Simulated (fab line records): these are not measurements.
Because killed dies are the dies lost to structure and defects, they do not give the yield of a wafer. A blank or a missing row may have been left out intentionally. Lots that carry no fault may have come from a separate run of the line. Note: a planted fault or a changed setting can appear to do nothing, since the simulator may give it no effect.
Which tool did it?    flow gf180mcu    Sampling: 12 lots, 36 wafers, 4 of 602 route steps

WHAT EACH GAUGE READ, for each wafer
GF_STI_CD_MEAS_12 targets a cd of 220 nm. Usual: 220.4 nm for cd nm, sd 1.4.
lot   measured     on         cd nm (nm)                           flag
L511  day 2 11:44  cd sem-02  220.9 221.5 220.9                    
L512  day 2 19:10  cd sem-01  219.1 219.9 220.5                    
L515  day 3 11:05  cd sem-02  217.6 217.5 219.0                    
L521  day 4 15:04  cd sem-02  180.3 180.0 178.3 180.3 179.9 178.3  OFF
L524  day 5 07:59  cd sem-02  218.7 217.1 217.5                    
L525  day 5 11:44  cd sem-02  222.4 221.4 220.9                    
L526  day 5 17:22  cd sem-01  220.8 221.4 219.9                    
L527  day 5 21:52  cd sem-01  220.2 218.9 220.3                    
L529  day 6 08:49  cd sem-01  220.4 219.5 220.7                    
L530  day 6 13:35  cd sem-01  221.7 222.3 221.3                    
L531  day 6 20:14  cd sem-01  218.9 218.0 218.2                    
L532  day 6 23:19  cd sem-01  220.2 220.7 219.6                    

GF_DUAL_GATE_THK_MEAS_03. Usual: DUAL_GATE_OXIDATION_00_THK 10.78 nm, standard deviation 0.22.
lot   measured      on             DUAL_GATE_OXIDATION_00_THK (nm)  flag
L511  day 8 10:34   film metro-01  10.88 10.72 10.80                
L512  day 8 16:21   film metro-03  10.98 10.97 10.99                
L515  day 9 12:00   film metro-02  10.55 10.47 10.30                
L521  day 11 04:01  film metro-03  10.89                            
L524  day 11 23:00  film metro-01  11.07 10.98 10.96                
L525  day 12 05:51  film metro-03  10.74 10.49 10.47                
L526  day 12 11:36  film metro-03  11.14 10.90 10.87                
L527  day 12 16:42  film metro-01  10.54 10.61 10.74                
L529  day 13 10:49  film metro-03  10.60 10.59 10.42                
L530  day 13 16:16  film metro-02  10.79 10.75 11.00                
L531  day 13 23:58  film metro-02  11.33 11.14 11.02                
L532  day 14 02:47  film metro-02  10.96 11.01 10.71                

WHICH TOOL RAN EACH LOT (tool, then ch and the chambers of the sampled wafers, then the start)
lot   GF_STI_EXPOSE_09                  GF_VT_IMPLANT_STRIP_31
L511  krf scanner-02 ch 0, day 2 05:46  plasma asher-02 ch 0, day 7 14:08
L512  krf scanner-01 ch 0, day 2 13:00  plasma asher-03 ch 0,1, day 7 19:56
L515  krf scanner-01 ch 0, day 3 04:56  plasma asher-02 ch 0,1, day 8 16:41
L521  krf scanner-02 ch 0, day 4 08:29  plasma asher-01 ch 0, day 10 06:50
L524  krf scanner-02 ch 0, day 5 00:58  plasma asher-03 ch 0,1, day 11 01:53
L525  krf scanner-02 ch 0, day 5 04:38  plasma asher-02 ch 0,1, day 11 07:50
L526  krf scanner-01 ch 0, day 5 10:02  plasma asher-02 ch 1, day 11 13:50
L527  krf scanner-01 ch 0, day 5 14:34  plasma asher-02 ch 0,1, day 11 18:17
L529  krf scanner-02 ch 0, day 6 01:47  plasma asher-03 ch 0,1, day 12 11:14
L530  krf scanner-01 ch 0, day 6 05:55  plasma asher-01 ch 0,1, day 12 17:43
L531  krf scanner-02 ch 0, day 6 12:34  plasma asher-01 ch 0,1, day 13 00:46
L532  krf scanner-02 ch 0, day 6 16:37  plasma asher-03 ch 0,1, day 13 03:32
- GF_STI_EXPOSE_09: exposes mask COMP, target cd 220 nm.
- GF_VT_IMPLANT_STRIP_31: strips in O2/N2.

WHAT THE TOOLS THEMSELVES READ (means of the sampled wafers that have a number; where no wafer has one, the mark that the record gives instead)
GF_STI_EXPOSE_09. Usual: 22.99 C for reticle temp C, sd 0.12.
lot   tool            reticle temp C (C)  flag
L511  krf scanner-02  22.97               
L512  krf scanner-01  22.88               
L515  krf scanner-01  22.98               
L521  krf scanner-02  23.07               
L524  krf scanner-02  22.98               
L525  krf scanner-02  22.94               
L526  krf scanner-01  22.85               
L527  krf scanner-01  22.99               
L529  krf scanner-02  23.12               
L530  krf scanner-01  22.98               
L531  krf scanner-02  22.99               
L532  krf scanner-02  22.77               

GF_VT_IMPLANT_STRIP_31. Usual: drypump motor current A 5.7 A, standard deviation 0.43; heater power w 346 W, standard deviation 25; oes product au 0.716 a.u., standard deviation 0.0045; strip time to endpoint s 12.627 s, standard deviation 0.028.
lot   tool             drypump motor current A (A)  heater power w (W)  oes product au (a.u.)  strip time to endpoint s (s)  flag
L511  plasma asher-02  6.2                          346                 0.714                  12.648                        
L512  plasma asher-03  5.9                          363                 0.718                  12.608                        
L515  plasma asher-02  5.5                          328                 0.715                  12.621                        
L521  plasma asher-01  5.1                          398                 0.719                  12.660                        
L524  plasma asher-03  5.9                          362                 0.716                  12.627                        
L525  plasma asher-02  5.9                          338                 0.718                  12.613                        
L526  plasma asher-02  5.2                          320                 0.716                  12.622                        
L527  plasma asher-02  5.9                          333                 0.717                  12.610                        
L529  plasma asher-03  5.7                          351                 0.715                  12.633                        
L530  plasma asher-01  5.5                          355                 0.720                  12.619                        
L531  plasma asher-01  5.3                          372                 0.718                  12.630                        
L532  plasma asher-03  5.9                          365                 0.719                  12.607                        

THE ANSWER, worked out from the rows above alone
Rule: a lot is off if the mean of its wafers that have a number lies more than 3 standard deviations from the usual mean. A lot without any number at a reading at which 4 lots or more have one is off too. Where the step has rows for the other lots, those lots are counted as sound. First the gauges in route order, then the tools' own readings, where a lot's mean is used as printed above. The first step at which some lot is off is used, and at that step the reading that is off furthest; a lot without a number counts as furthest.
Off: L521 (GF_STI_CD_MEAS_12, cd nm).
If a tool, at a process step before that reading, ran all the lots that are off and no sound lot after the first of them, it fits. Gauges at GF_STI_CD_MEAS_12: tried the same way as those tools. None of those tried fits.

WHAT THE SIMULATOR HAD PUT IN
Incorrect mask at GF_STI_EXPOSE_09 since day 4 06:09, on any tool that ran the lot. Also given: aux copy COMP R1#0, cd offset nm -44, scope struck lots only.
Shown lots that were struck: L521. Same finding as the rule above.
